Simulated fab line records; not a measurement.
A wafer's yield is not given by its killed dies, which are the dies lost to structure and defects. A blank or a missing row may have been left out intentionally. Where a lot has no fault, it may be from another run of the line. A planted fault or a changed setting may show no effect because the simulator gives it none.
fab line records | flow gf180mcu
record lots=24 | wafers=72 | lastDay=34
route steps=602 shown M1@330 V1@357 M2@362 V3@443
lots that met no fault: from a run of the same line without faults
startH: hours from the record's first day to the start of the lot's first wafer shown | waitH: hours from the lot's prior step to this one | " as in the row above | L1.1+2: several wafers, shown together as one row | - no value, or no start was given | * or withheld: withheld | < > ~ a bound
route shown NAME@n: names a module that has steps shown in the file, with the first one's number in the route | usual: the fault-free wafers' mean and standard deviation | same: alike in all rows | chamber/n: place in a boat | sites: the reading at each site | _std_site: standard deviation of those values | _edge_site: the outer-site mean with the inner-site mean subtracted | radiusMm: for every site, how far away it sits from the centre of the wafer | mask NAME#n: copy n | behind: the tool/chamber that last shaped the wafer | hold: reason for holding the lot/hours on hold/outcome of the hold | device: the transistor (n, p or np) that didn't switch | end of line: the tests these same wafers got at the end of their route | a step with no rows: only its recipe | killed: the dies lost at the first sort to structure and to defects; this is not the yield of the wafer | map: a wafer's dies, x killed, . not, _ none there
set.NAME: the setting as run; set.NAME@STEP: as run at that earlier step | model.NAME: the simulator's own value behind a step, which no gauge read
steps of the route over a sample of lots; a table a step, a row a wafer
services: when a tool's chamber went out of use (startH, in hours from the record's first day, below 0 if earlier), for how many hours, and the reason
## steps
# step GF_M1_OVL_MEAS_15
# usual M1_OVL=3/6
lot.wafer | tool       | chamber | startH | waitH | M1_OVL[nm]
L074.1    | overlay-01 | -       | 384.21 | 0.1   | -5
L074.2    | "          | -       | "      | "     | -5
L074.6    | "          | -       | "      | "     | -9
L075.4    | overlay-01 | -       | 388.86 | 0.1   | 12
L075.5    | "          | -       | "      | "     | 20
L075.6    | "          | -       | "      | "     | 13
L076.1    | overlay-02 | -       | 404.39 | 0.1   | 4
L076.2    | "          | -       | "      | "     | 8
L076.5    | "          | -       | "      | "     | 12
L077.1    | overlay-02 | -       | 414.74 | 0.1   | 7
L077.4    | "          | -       | "      | "     | 4
L077.6    | "          | -       | "      | "     | 6
L078.2    | overlay-01 | -       | 420.25 | 0.1   | 3
L078.5    | "          | -       | "      | "     | 0
L078.6    | "          | -       | "      | "     | 3
L079.2    | overlay-01 | -       | 430.27 | 0.1   | 5
L079.3    | "          | -       | "      | "     | 7
L079.5    | "          | -       | "      | "     | 10
L080.2    | overlay-01 | -       | 439.87 | 0.1   | 11
L080.4    | "          | -       | "      | "     | 4
L080.5    | "          | -       | "      | "     | 4
L081.3    | overlay-01 | -       | 450.45 | 0.1   | 11
L081.4    | "          | -       | "      | "     | -1
L081.5    | "          | -       | "      | "     | -1
L082.1    | overlay-01 | -       | 462.16 | 0.1   | 6
L082.3    | "          | -       | "      | "     | 10
L082.4    | "          | -       | "      | "     | 14
L083.3    | overlay-02 | -       | 475.84 | 0.1   | 0
L083.4    | "          | -       | "      | "     | -9
L083.6    | "          | -       | "      | "     | -5
L085.4    | overlay-02 | -       | 488.38 | 0.1   | 0
L085.5    | "          | -       | "      | "     | 7
L085.6    | "          | -       | "      | "     | 10
L084.2    | overlay-01 | -       | 489.40 | 0.1   | 4
L084.5    | "          | -       | "      | "     | 8
L084.6    | "          | -       | "      | "     | 5
L086.2    | overlay-02 | -       | 496.55 | 0.1   | -8
L086.3    | "          | -       | "      | "     | 0
L086.4    | "          | -       | "      | "     | -4
L087.1    | overlay-02 | -       | 502.51 | 0.1   | -9
L087.2    | "          | -       | "      | "     | -5
L087.6    | "          | -       | "      | "     | -3
L088.2    | overlay-02 | -       | 517.15 | 0.1   | 3
L088.3    | "          | -       | "      | "     | -5
L088.6    | "          | -       | "      | "     | -1
L089.2    | overlay-01 | -       | 531.71 | 0.1   | -1
L089.3    | "          | -       | "      | "     | 5
L089.6    | "          | -       | "      | "     | -1
L090.1    | overlay-01 | -       | 536.53 | 0.1   | 1
L090.2    | "          | -       | "      | "     | 2
L090.3    | "          | -       | "      | "     | -8
L091.2    | overlay-01 | -       | 541.84 | 0.1   | 3
L091.5    | "          | -       | "      | "     | -1
L091.6    | "          | -       | "      | "     | 6
L092.1    | overlay-01 | -       | 548.09 | 0.1   | -1
L092.2    | "          | -       | "      | "     | 4
L092.4    | "          | -       | "      | "     | 12
L093.1    | overlay-01 | -       | 556.09 | 0.1   | 3
L093.3    | "          | -       | "      | "     | 3
L093.5    | "          | -       | "      | "     | 5
L094.1    | overlay-01 | -       | 559.94 | 0.1   | 6
L094.2    | "          | -       | "      | "     | 2
L094.3    | "          | -       | "      | "     | 6
L095.1    | overlay-02 | -       | 573.96 | 0.1   | 14
L095.2    | "          | -       | "      | "     | 1
L095.6    | "          | -       | "      | "     | 12
L096.2    | overlay-01 | -       | 576.27 | 0.1   | -9
L096.4    | "          | -       | "      | "     | -7
L096.5    | "          | -       | "      | "     | -4
L097.1    | overlay-02 | -       | 580.81 | 0.1   | 6
L097.4    | "          | -       | "      | "     | 4
L097.5    | "          | -       | "      | "     | 0
# step GF_V1_SPUTTER_22
# recipe material=TiN | targetThkNm=10 | chamberPressurePa=5 | powerW=4000 | timeS=40
# usual throttleValvePct=30.4/0.93
lot.wafer | tool          | chamber | startH | waitH | throttleValvePct
L074.1    | pvdSputter-02 | -       | 409.90 | 0.0   | 30.7
L074.2    | "             | -       | "      | "     | 29.2
L074.6    | "             | -       | "      | "     | 29.2
L075.4    | pvdSputter-02 | -       | 414.41 | 0.0   | 30.3
L075.5    | "             | -       | "      | "     | 30.5
L075.6    | "             | -       | "      | "     | 29.4
L076.1    | pvdSputter-01 | -       | 430.74 | 0.0   | 28.9
L076.2    | "             | -       | "      | "     | 30.9
L076.5    | "             | -       | "      | "     | 28.5
L077.1    | pvdSputter-02 | -       | 441.56 | 0.0   | 29.3
L077.4    | "             | -       | "      | "     | 30.8
L077.6    | "             | -       | "      | "     | 30.5
L078.2    | pvdSputter-04 | -       | 446.70 | 0.0   | 30.9
L078.5    | "             | -       | "      | "     | 31.8
L078.6    | "             | -       | "      | "     | 30.7
L079.2    | pvdSputter-02 | -       | 457.09 | 0.0   | 30.4
L079.3    | "             | -       | "      | "     | 29.3
L079.5    | "             | -       | "      | "     | 31.2
L080.2    | pvdSputter-02 | -       | 465.78 | 0.0   | 30.3
L080.4    | "             | -       | "      | "     | 30.2
L080.5    | "             | -       | "      | "     | 30.9
L081.3    | pvdSputter-04 | -       | 476.94 | 0.0   | 31.7
L081.4    | "             | -       | "      | "     | 30.6
L081.5    | "             | -       | "      | "     | 30.4
L082.1    | pvdSputter-04 | -       | 488.61 | 0.0   | 31.0
L082.3    | "             | -       | "      | "     | 29.8
L082.4    | "             | -       | "      | "     | 30.6
L083.3    | pvdSputter-01 | -       | 501.36 | 0.0   | 31.4
L083.4    | "             | -       | "      | "     | 28.6
L083.6    | "             | -       | "      | "     | 31.1
L085.4    | pvdSputter-01 | -       | 516.58 | 0.0   | 28.9
L085.5    | "             | -       | "      | "     | 30.8
L085.6    | "             | -       | "      | "     | 28.5
L084.2    | pvdSputter-02 | -       | 517.06 | 0.0   | 30.5
L084.5    | "             | -       | "      | "     | 30.8
L084.6    | "             | -       | "      | "     | 30.2
L086.2    | pvdSputter-02 | -       | 523.26 | 0.0   | 29.9
L086.3    | "             | -       | "      | "     | 29.4
L086.4    | "             | -       | "      | "     | 30.8
L087.1    | pvdSputter-04 | -       | 528.18 | 0.0   | 30.2
L087.2    | "             | -       | "      | "     | 31.8
L087.6    | "             | -       | "      | "     | 31.7
L088.2    | pvdSputter-04 | -       | 542.27 | 0.0   | 30.6
L088.3    | "             | -       | "      | "     | 31.6
L088.6    | "             | -       | "      | "     | 30.6
L089.2    | pvdSputter-04 | -       | 556.23 | 0.0   | 31.9
L089.3    | "             | -       | "      | "     | 30.9
L089.6    | "             | -       | "      | "     | 30.8
L090.1    | pvdSputter-04 | -       | 561.99 | 0.0   | 30.9
L090.2    | "             | -       | "      | "     | 31.5
L090.3    | "             | -       | "      | "     | 30.0
L091.2    | pvdSputter-02 | -       | 567.08 | 0.0   | 30.5
L091.5    | "             | -       | "      | "     | 30.9
L091.6    | "             | -       | "      | "     | 30.6
L092.1    | pvdSputter-04 | -       | 572.64 | 0.0   | 30.0
L092.2    | "             | -       | "      | "     | 31.1
L092.4    | "             | -       | "      | "     | 30.5
L093.1    | pvdSputter-04 | -       | 580.55 | 0.0   | 30.5
L093.3    | "             | -       | "      | "     | 31.6
L093.5    | "             | -       | "      | "     | 29.9
L094.1    | pvdSputter-02 | -       | 584.33 | 0.0   | 31.0
L094.2    | "             | -       | "      | "     | 30.2
L094.3    | "             | -       | "      | "     | 30.6
L095.1    | pvdSputter-04 | -       | 597.39 | 0.0   | 30.7
L095.2    | "             | -       | "      | "     | 29.7
L095.6    | "             | -       | "      | "     | 30.7
L096.2    | pvdSputter-01 | -       | 599.29 | 0.0   | 31.0
L096.4    | "             | -       | "      | "     | 28.7
L096.5    | "             | -       | "      | "     | 28.2
L097.1    | pvdSputter-01 | -       | 604.60 | 0.0   | 28.5
L097.4    | "             | -       | "      | "     | 28.2
L097.5    | "             | -       | "      | "     | 28.6
# step GF_M2_SPUTTER_00
# recipe material=Ti | targetThkNm=37.5 | arrivingIonEnergyEv=80 | substrateTempC=200 | chamberPressurePa=2 | powerW=4000 | timeS=150
# usual throttleValvePct=30.4/1
lot.wafer | tool          | chamber | startH | waitH | throttleValvePct
L074.1    | pvdSputter-01 | -       | 410.57 | 0.1   | 31.4
L074.2    | "             | -       | "      | "     | 28.8
L074.6    | "             | -       | "      | "     | 28.4
L075.4    | pvdSputter-03 | -       | 415.04 | 0.2   | 31.3
L075.5    | "             | -       | "      | "     | 31.7
L075.6    | "             | -       | "      | "     | 30.2
L076.1    | pvdSputter-01 | -       | 431.37 | 0.1   | 31.1
L076.2    | "             | -       | "      | "     | 28.4
L076.5    | "             | -       | "      | "     | 28.5
L077.1    | pvdSputter-02 | -       | 442.19 | 0.1   | 29.2
L077.4    | "             | -       | "      | "     | 30.2
L077.6    | "             | -       | "      | "     | 29.4
L078.2    | pvdSputter-03 | -       | 447.33 | 0.1   | 30.2
L078.5    | "             | -       | "      | "     | 30.0
L078.6    | "             | -       | "      | "     | 31.2
L079.2    | pvdSputter-03 | -       | 457.72 | 0.2   | 30.3
L079.3    | "             | -       | "      | "     | 31.7
L079.5    | "             | -       | "      | "     | 31.6
L080.2    | pvdSputter-01 | -       | 466.41 | 0.1   | 28.4
L080.4    | "             | -       | "      | "     | 31.0
L080.5    | "             | -       | "      | "     | 28.6
L081.3    | pvdSputter-03 | -       | 477.57 | 0.2   | 30.4
L081.4    | "             | -       | "      | "     | 30.5
L081.5    | "             | -       | "      | "     | 30.3
L082.1    | pvdSputter-03 | -       | 491.71 | 0.2   | 30.1
L082.3    | "             | -       | "      | "     | 31.2
L082.4    | "             | -       | "      | "     | 31.7
L083.3    | pvdSputter-03 | -       | 501.99 | 0.1   | 31.5
L083.4    | "             | -       | "      | "     | 30.3
L083.6    | "             | -       | "      | "     | 31.9
L085.4    | pvdSputter-01 | -       | 517.21 | 0.2   | 28.6
L085.5    | "             | -       | "      | "     | 30.7
L085.6    | "             | -       | "      | "     | 28.1
L084.2    | pvdSputter-03 | -       | 517.69 | 0.2   | 30.4
L084.5    | "             | -       | "      | "     | 31.6
L084.6    | "             | -       | "      | "     | 30.3
L086.2    | pvdSputter-01 | -       | 523.89 | 0.1   | 31.0
L086.3    | "             | -       | "      | "     | 28.8
L086.4    | "             | -       | "      | "     | 28.3
L087.1    | pvdSputter-03 | -       | 528.81 | 0.1   | 31.7
L087.2    | "             | -       | "      | "     | 30.2
L087.6    | "             | -       | "      | "     | 31.0
L088.2    | pvdSputter-02 | -       | 543.52 | 0.2   | 30.6
L088.3    | "             | -       | "      | "     | 29.1
L088.6    | "             | -       | "      | "     | 30.5
L089.2    | pvdSputter-03 | -       | 556.86 | 0.2   | 30.5
L089.3    | "             | -       | "      | "     | 30.3
L089.6    | "             | -       | "      | "     | 31.7
L090.1    | pvdSputter-02 | -       | 562.62 | 0.1   | 31.0
L090.2    | "             | -       | "      | "     | 29.1
L090.3    | "             | -       | "      | "     | 30.4
L091.2    | pvdSputter-03 | -       | 567.71 | 0.2   | 31.6
L091.5    | "             | -       | "      | "     | 31.7
L091.6    | "             | -       | "      | "     | 30.2
L092.1    | pvdSputter-02 | -       | 573.56 | 0.2   | 29.4
L092.2    | "             | -       | "      | "     | 30.3
L092.4    | "             | -       | "      | "     | 30.9
L093.1    | pvdSputter-02 | -       | 581.18 | 0.2   | 29.2
L093.3    | "             | -       | "      | "     | 30.9
L093.5    | "             | -       | "      | "     | 30.1
L094.1    | pvdSputter-01 | -       | 584.96 | 0.1   | 28.6
L094.2    | "             | -       | "      | "     | 28.5
L094.3    | "             | -       | "      | "     | 31.1
L095.1    | pvdSputter-03 | -       | 598.02 | 0.1   | 30.5
L095.2    | "             | -       | "      | "     | 31.1
L095.6    | "             | -       | "      | "     | 30.7
L096.2    | pvdSputter-02 | -       | 599.92 | 0.1   | 30.5
L096.4    | "             | -       | "      | "     | 29.7
L096.5    | "             | -       | "      | "     | 29.2
L097.1    | pvdSputter-01 | -       | 605.23 | 0.1   | 28.5
L097.4    | "             | -       | "      | "     | 31.3
L097.5    | "             | -       | "      | "     | 31.4
# step GF_M2_RS_MEAS_05
# recipe thkMeasGauge=four-point-probe | reads=TiN_of_M2_SPUTTER_04+Ti_of_M2_SPUTTER_03+AlCu_of_M2_SPUTTER_02+TiN_of_M2_SPUTTER_01+Ti_of_M2_SPUTTER_00
# usual M2_ALCU_RS=0.0693/0.00077
lot.wafer | tool         | chamber | startH | waitH | M2_ALCU_RS[ohm/sq]
L074.1    | filmMetro-01 | -       | 410.79 | 0.0   | 0.0702
L074.2    | "            | -       | "      | "     | 0.0697
L074.6    | "            | -       | "      | "     | 0.0696
L075.4    | filmMetro-01 | -       | 415.32 | 0.1   | 0.0692
L075.5    | "            | -       | "      | "     | 0.0684
L075.6    | "            | -       | "      | "     | 0.0680
L076.1    | filmMetro-01 | -       | 431.60 | 0.0   | 0.0702
L076.2    | "            | -       | "      | "     | 0.0690
L076.5    | "            | -       | "      | "     | 0.0693
L077.1    | filmMetro-01 | -       | 442.41 | 0.0   | 0.0692
L077.4    | "            | -       | "      | "     | 0.0714
L077.6    | "            | -       | "      | "     | 0.0694
L078.2    | filmMetro-01 | -       | 447.57 | 0.0   | 0.0698
L078.5    | "            | -       | "      | "     | 0.0689
L078.6    | "            | -       | "      | "     | 0.0697
L079.2    | filmMetro-02 | -       | 457.96 | 0.0   | 0.0697
L079.3    | "            | -       | "      | "     | 0.0694
L079.5    | "            | -       | "      | "     | 0.0694
L080.2    | filmMetro-01 | -       | 466.65 | 0.0   | 0.0686
L080.4    | "            | -       | "      | "     | 0.0697
L080.5    | "            | -       | "      | "     | 0.0690
L081.3    | filmMetro-01 | -       | 477.83 | 0.1   | 0.0689
L081.4    | "            | -       | "      | "     | 0.0694
L081.5    | "            | -       | "      | "     | 0.0697
L082.1    | filmMetro-03 | -       | 491.93 | 0.0   | 0.0694
L082.3    | "            | -       | "      | "     | 0.0693
L082.4    | "            | -       | "      | "     | 0.0688
L083.3    | filmMetro-02 | -       | 502.25 | 0.1   | 0.0687
L083.4    | "            | -       | "      | "     | 0.0691
L083.6    | "            | -       | "      | "     | 0.0696
L085.4    | filmMetro-02 | -       | 517.49 | 0.1   | 0.0698
L085.5    | "            | -       | "      | "     | 0.0703
L085.6    | "            | -       | "      | "     | 0.0696
L084.2    | filmMetro-02 | -       | 517.93 | 0.0   | 0.0696
L084.5    | "            | -       | "      | "     | 0.0698
L084.6    | "            | -       | "      | "     | 0.0693
L086.2    | filmMetro-03 | -       | 524.13 | 0.0   | 0.0695
L086.3    | "            | -       | "      | "     | 0.0686
L086.4    | "            | -       | "      | "     | 0.0683
L087.1    | filmMetro-02 | -       | 529.03 | 0.0   | 0.0688
L087.2    | "            | -       | "      | "     | 0.0682
L087.6    | "            | -       | "      | "     | 0.0692
L088.2    | filmMetro-02 | -       | 543.76 | 0.0   | 0.0689
L088.3    | "            | -       | "      | "     | 0.0679
L088.6    | "            | -       | "      | "     | 0.0684
L089.2    | filmMetro-02 | -       | 557.11 | 0.0   | 0.0686
L089.3    | "            | -       | "      | "     | 0.0687
L089.6    | "            | -       | "      | "     | 0.0690
L090.1    | filmMetro-02 | -       | 562.84 | 0.0   | 0.0690
L090.2    | "            | -       | "      | "     | 0.0677
L090.3    | "            | -       | "      | "     | 0.0687
L091.2    | filmMetro-01 | -       | 567.95 | 0.0   | 0.0702
L091.5    | "            | -       | "      | "     | 0.0698
L091.6    | "            | -       | "      | "     | 0.0695
L092.1    | filmMetro-03 | -       | 573.78 | 0.0   | 0.0680
L092.2    | "            | -       | "      | "     | 0.0707
L092.4    | "            | -       | "      | "     | 0.0693
L093.1    | filmMetro-01 | -       | 581.40 | 0.0   | 0.0687
L093.3    | "            | -       | "      | "     | 0.0701
L093.5    | "            | -       | "      | "     | 0.0713
L094.1    | filmMetro-03 | -       | 585.18 | 0.0   | 0.0698
L094.2    | "            | -       | "      | "     | 0.0684
L094.3    | "            | -       | "      | "     | 0.0703
L095.1    | filmMetro-01 | -       | 598.24 | 0.0   | 0.0696
L095.2    | "            | -       | "      | "     | 0.0707
L095.6    | "            | -       | "      | "     | 0.0699
L096.2    | filmMetro-01 | -       | 600.16 | 0.0   | 0.0688
L096.4    | "            | -       | "      | "     | 0.0680
L096.5    | "            | -       | "      | "     | 0.0685
L097.1    | filmMetro-03 | -       | 605.45 | 0.0   | 0.0691
L097.4    | "            | -       | "      | "     | 0.0696
L097.5    | "            | -       | "      | "     | 0.0691
# step GF_M2_THK_MEAS_06
# recipe thkMeasGauge=xrf | reads=AlCu_of_M2_SPUTTER_02
# usual M2_ALCU_THK=445/4.9
lot.wafer | tool         | chamber | startH | waitH | M2_ALCU_THK[nm]
L074.1    | filmMetro-01 | -       | 410.91 | 0.1   | 444
L074.2    | "            | -       | "      | "     | 447
L074.6    | "            | -       | "      | "     | 444
L075.4    | filmMetro-01 | -       | 415.41 | 0.1   | 447
L075.5    | "            | -       | "      | "     | 451
L075.6    | "            | -       | "      | "     | 454
L076.1    | filmMetro-01 | -       | 431.72 | 0.1   | 443
L076.2    | "            | -       | "      | "     | 450
L076.5    | "            | -       | "      | "     | 448
L077.1    | filmMetro-01 | -       | 442.53 | 0.1   | 447
L077.4    | "            | -       | "      | "     | 431
L077.6    | "            | -       | "      | "     | 447
L078.2    | filmMetro-01 | -       | 447.68 | 0.1   | 443
L078.5    | "            | -       | "      | "     | 450
L078.6    | "            | -       | "      | "     | 444
L079.2    | filmMetro-02 | -       | 458.07 | 0.1   | 444
L079.3    | "            | -       | "      | "     | 445
L079.5    | "            | -       | "      | "     | 446
L080.2    | filmMetro-01 | -       | 466.76 | 0.1   | 454
L080.4    | "            | -       | "      | "     | 445
L080.5    | "            | -       | "      | "     | 449
L081.3    | filmMetro-01 | -       | 477.93 | 0.1   | 450
L081.4    | "            | -       | "      | "     | 446
L081.5    | "            | -       | "      | "     | 444
L082.1    | filmMetro-03 | -       | 492.05 | 0.1   | 446
L082.3    | "            | -       | "      | "     | 446
L082.4    | "            | -       | "      | "     | 449
L083.3    | filmMetro-02 | -       | 502.35 | 0.1   | 448
L083.4    | "            | -       | "      | "     | 445
L083.6    | "            | -       | "      | "     | 442
L085.4    | filmMetro-02 | -       | 517.58 | 0.1   | 438
L085.5    | "            | -       | "      | "     | 433
L085.6    | "            | -       | "      | "     | 443
L084.2    | filmMetro-02 | -       | 518.04 | 0.1   | 440
L084.5    | "            | -       | "      | "     | 438
L084.6    | "            | -       | "      | "     | 442
L086.2    | filmMetro-03 | -       | 524.24 | 0.1   | 445
L086.3    | "            | -       | "      | "     | 450
L086.4    | "            | -       | "      | "     | 455
L087.1    | filmMetro-02 | -       | 529.15 | 0.1   | 446
L087.2    | "            | -       | "      | "     | 448
L087.6    | "            | -       | "      | "     | 443
L088.2    | filmMetro-02 | -       | 543.87 | 0.1   | 445
L088.3    | "            | -       | "      | "     | 451
L088.6    | "            | -       | "      | "     | 449
L089.2    | filmMetro-02 | -       | 557.22 | 0.1   | 447
L089.3    | "            | -       | "      | "     | 448
L089.6    | "            | -       | "      | "     | 444
L090.1    | filmMetro-02 | -       | 562.96 | 0.1   | 445
L090.2    | "            | -       | "      | "     | 451
L090.3    | "            | -       | "      | "     | 445
L091.2    | filmMetro-01 | -       | 568.06 | 0.1   | 443
L091.5    | "            | -       | "      | "     | 445
L091.6    | "            | -       | "      | "     | 444
L092.1    | filmMetro-03 | -       | 573.90 | 0.1   | 453
L092.2    | "            | -       | "      | "     | 439
L092.4    | "            | -       | "      | "     | 444
L093.1    | filmMetro-01 | -       | 581.52 | 0.1   | 449
L093.3    | "            | -       | "      | "     | 444
L093.5    | "            | -       | "      | "     | 434
L094.1    | filmMetro-03 | -       | 585.30 | 0.1   | 443
L094.2    | "            | -       | "      | "     | 449
L094.3    | "            | -       | "      | "     | 439
L095.1    | filmMetro-01 | -       | 598.36 | 0.1   | 446
L095.2    | "            | -       | "      | "     | 441
L095.6    | "            | -       | "      | "     | 445
L096.2    | filmMetro-01 | -       | 600.27 | 0.1   | 449
L096.4    | "            | -       | "      | "     | 455
L096.5    | "            | -       | "      | "     | 453
L097.1    | filmMetro-03 | -       | 605.57 | 0.1   | 445
L097.4    | "            | -       | "      | "     | 442
L097.5    | "            | -       | "      | "     | 444
# step GF_V3_CD_MEAS_14
# recipe targetCdNm=260
# usual cdNm=259.7/1.3
lot.wafer | tool     | chamber | startH | waitH | cdNm
L074.1    | cdSem-02 | -       | 511.91 | 0.1   | 263.4
L074.2    | "        | -       | "      | "     | 261.4
L074.6    | "        | -       | "      | "     | 262.1
L075.4    | cdSem-01 | -       | 516.43 | 0.1   | 257.4
L075.5    | "        | -       | "      | "     | 258.9
L075.6    | "        | -       | "      | "     | 258.4
L076.1    | cdSem-01 | -       | 531.20 | 0.1   | 258.1
L076.2    | "        | -       | "      | "     | 257.8
L076.5    | "        | -       | "      | "     | 258.8
L077.1    | cdSem-02 | -       | 542.20 | 0.1   | 261.4
L077.4    | "        | -       | "      | "     | 259.4
L077.6    | "        | -       | "      | "     | 260.3
L078.2    | cdSem-01 | -       | 546.08 | 0.1   | 258.8
L078.5    | "        | -       | "      | "     | 259.9
L078.6    | "        | -       | "      | "     | 258.4
L079.2    | cdSem-02 | -       | 556.34 | 0.1   | 261.1
L079.3    | "        | -       | "      | "     | 259.2
L079.5    | "        | -       | "      | "     | 260.3
L080.2    | cdSem-02 | -       | 566.59 | 0.1   | 258.2
L080.4    | "        | -       | "      | "     | 257.8
L080.5    | "        | -       | "      | "     | 258.7
L081.3    | cdSem-01 | -       | 574.15 | 0.1   | 260.5
L081.4    | "        | -       | "      | "     | 259.7
L081.5    | "        | -       | "      | "     | 259.7
L082.1    | cdSem-02 | -       | 585.75 | 0.1   | 261.0
L082.3    | "        | -       | "      | "     | 258.9
L082.4    | "        | -       | "      | "     | 259.7
L083.3    | cdSem-02 | -       | 596.39 | 0.1   | 258.2
L083.4    | "        | -       | "      | "     | 258.1
L083.6    | "        | -       | "      | "     | 260.3
L085.4    | cdSem-01 | -       | 609.68 | 0.1   | 259.4
L085.5    | "        | -       | "      | "     | 259.6
L085.6    | "        | -       | "      | "     | 259.3
L084.2    | cdSem-01 | -       | 611.62 | 0.1   | 261.1
L084.5    | "        | -       | "      | "     | 260.4
L084.6    | "        | -       | "      | "     | 260.9
L086.2    | cdSem-01 | -       | 616.64 | 0.1   | 260.0
L086.3    | "        | -       | "      | "     | 261.3
L086.4    | "        | -       | "      | "     | 259.6
L087.1    | cdSem-02 | -       | 621.76 | 0.1   | 259.4
L087.2    | "        | -       | "      | "     | 258.4
L087.6    | "        | -       | "      | "     | 259.3
L088.2    | cdSem-02 | -       | 633.88 | 0.1   | 261.6
L088.3    | "        | -       | "      | "     | 261.6
L088.6    | "        | -       | "      | "     | 261.5
L089.2    | cdSem-02 | -       | 647.28 | 0.1   | 260.2
L089.3    | "        | -       | "      | "     | 261.4
L089.6    | "        | -       | "      | "     | 260.4
L090.1    | cdSem-02 | -       | 651.30 | 0.1   | 258.0
L090.2    | "        | -       | "      | "     | 259.2
L090.3    | "        | -       | "      | "     | 258.4
L091.2    | cdSem-01 | -       | 657.03 | 0.1   | 257.9
L091.5    | "        | -       | "      | "     | 257.8
L091.6    | "        | -       | "      | "     | 258.4
L092.1    | cdSem-01 | -       | 659.95 | 0.1   | 261.1
L092.2    | "        | -       | "      | "     | 260.9
L092.4    | "        | -       | "      | "     | 259.9
L093.1    | cdSem-02 | -       | 667.41 | 0.1   | 261.2
L093.3    | "        | -       | "      | "     | 260.9
L093.5    | "        | -       | "      | "     | 261.2
L094.1    | cdSem-02 | -       | 672.00 | 0.1   | 259.3
L094.2    | "        | -       | "      | "     | 259.6
L094.3    | "        | -       | "      | "     | 259.7
L095.1    | cdSem-02 | -       | 682.05 | 0.1   | 260.0
L095.2    | "        | -       | "      | "     | 260.9
L095.6    | "        | -       | "      | "     | 260.3
L096.2    | cdSem-01 | -       | 683.69 | 0.1   | 258.0
L096.4    | "        | -       | "      | "     | 257.4
L096.5    | "        | -       | "      | "     | 257.7
L097.1    | cdSem-01 | -       | 687.92 | 0.1   | 259.6
L097.4    | "        | -       | "      | "     | 260.1
L097.5    | "        | -       | "      | "     | 258.0
## services
tool          | chamber | startH | hours | kind
pvdSputter-01 | -       | 392.50 | 3.0   | repair
pvdSputter-01 | -       | 397.37 | 7.8   | repair
pvdSputter-01 | 0       | 415.56 | -     | consumableReplace:kit
pvdSputter-01 | 0       | 415.56 | 18.0  | scheduledDown
pvdSputter-01 | 0       | 415.56 | 18.0  | ventCycle
pvdSputter-04 | -       | 424.45 | 5.1   | repair
pvdSputter-01 | -       | 442.05 | 3.8   | repair
pvdSputter-03 | -       | 472.35 | 2.2   | repair
pvdSputter-02 | -       | 481.43 | 16.1  | repair
pvdSputter-03 | 1       | 553.87 | -     | consumableReplace:kit
pvdSputter-03 | 1       | 553.87 | 18.0  | scheduledDown
pvdSputter-03 | 1       | 553.87 | 18.0  | ventCycle
pvdSputter-03 | -       | 570.11 | 1.8   | repair
pvdSputter-03 | -       | 572.90 | 6.7   | repair
pvdSputter-01 | -       | 596.03 | 3.1   | repair
## key
fault none
